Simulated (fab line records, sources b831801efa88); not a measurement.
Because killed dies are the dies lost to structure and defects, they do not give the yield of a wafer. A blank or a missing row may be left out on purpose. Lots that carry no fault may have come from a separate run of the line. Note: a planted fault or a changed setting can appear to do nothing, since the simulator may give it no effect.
Code-filled problem report in 8D (eight disciplines) form	flow sky130	the parts of the form that need people (team, actions taken, sign-off) are left out

== 1. THE ISSUE ==
Wafers free of any fault read 241.6 (standard deviation 1.1) for VT_ADJUST_LVTN_TW at SKY_VT_ADJUST_LVTN_TW_MEAS_10, against a mean of 217.2 on 6 wafers of 2 lots. That puts it -22 standard deviations away from the usual mean.
Seen first at day 12 21:03 on film_metro-01, wafer L184.3. At this step, 36 wafers from 12 lots have a number in the record. Rule for "out" (also "out of limits"): further than 4 standard deviations from the usual mean. The rest of the wafers with a number are treated as sound.

== 2. WHAT THIS IS AND IS NOT ==
question	is	is not
which readings at this step	VT_ADJUST_LVTN_TW	-
which lots	L184, L185	L164, L169, L170, L173, L174, L175, L176, L182, L183, L186
which wafers of those lots	all that have a number	-
read on which gauges	film_metro-01	film_metro-02, film_metro-04
when	from day 12 21:03	up to then (27 sound wafers); but 3 sound wafers of L186 came after

== 3. SUSPECTS, AND WHAT RULES EACH OUT ==
Counting: any tool at a process step up to the reading is kept as a suspect provided that every lot that is out went through it and no sound lot did after the first of them.
- the gauge at SKY_VT_ADJUST_LVTN_TW_MEAS_10 has been ruled out. All the wafers that are out were read on film_metro-01, but those of them that SKY_VT_ADJUST_LVTN_IMPLANT_08 has rows for are out there too, on other tools.
- implanter-03 at SKY_VT_ADJUST_LVTN_IMPLANT_08: kept. It ran every lot that is out, first L184 (day 12 20:50), and no sound lot after that; its last sound lot up to then is L183 (day 12 15:16). Out on those wafers are its own readings of dose_ions_cm2, faraday_current_uA.
Remaining after the count: implanter-03 at SKY_VT_ADJUST_LVTN_IMPLANT_08.

== 4. THE CAUSE (what the simulator had put in) ==
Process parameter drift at SKY_VT_ADJUST_LVTN_IMPLANT_08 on implanter-03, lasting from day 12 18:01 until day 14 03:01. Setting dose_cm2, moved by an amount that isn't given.
Only this tool survived the counting.

== 5. THE EFFECT CHAIN, in route order ==
One row per reading whose mean, taken over the struck wafers that have a number, lies over 3 standard deviations from the usual. Readings are gone through only where the record gives a usual standard deviation; hours: the median, over the lots, of the time from a lot's start at the first step in this table giving one to that lot's start at this step; sigmas: the change measured in usual standard deviations.
hours	step	reading	usual	on struck wafers	change	sigmas
0	SKY_VT_ADJUST_LVTN_IMPLANT_08	dose_ions_cm2	1.5696e+12	1.1048e+12	-4.6483e+11	-99 or more
0	SKY_VT_ADJUST_LVTN_IMPLANT_08	faraday_current_uA	8.87	6.18	-2.69	-16
0	SKY_VT_ADJUST_LVTN_TW_MEAS_10	VT_ADJUST_LVTN_TW	241.6	217.2	-24.3	-22
It contains these process steps:
- SKY_VT_ADJUST_LVTN_IMPLANT_08
Later measuring or inspecting steps at which every struck wafer that the step has a row for has a number for every such reading, and none has moved that far: SKY_VT_ADJUST_LVTN_TW_MEAS_21.

== 6. WHAT WOULD HAVE CAUGHT IT SOONER ==
Counted from the fault's start at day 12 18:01, it took 3 hours until the first out-of-limits reading at a measuring or inspecting step in this record, taken at day 12 21:03.
The tool's own readings at SKY_VT_ADJUST_LVTN_IMPLANT_08 were out on every struck wafer that the step has a row for (dose_ions_cm2, faraday_current_uA): an alarm limit on them would have fired on the first of those.
Of the lots that are out (2), L185 began SKY_VT_ADJUST_LVTN_IMPLANT_08 on implanter-03 after day 12 21:03. Holding the tool at that time would have saved it.
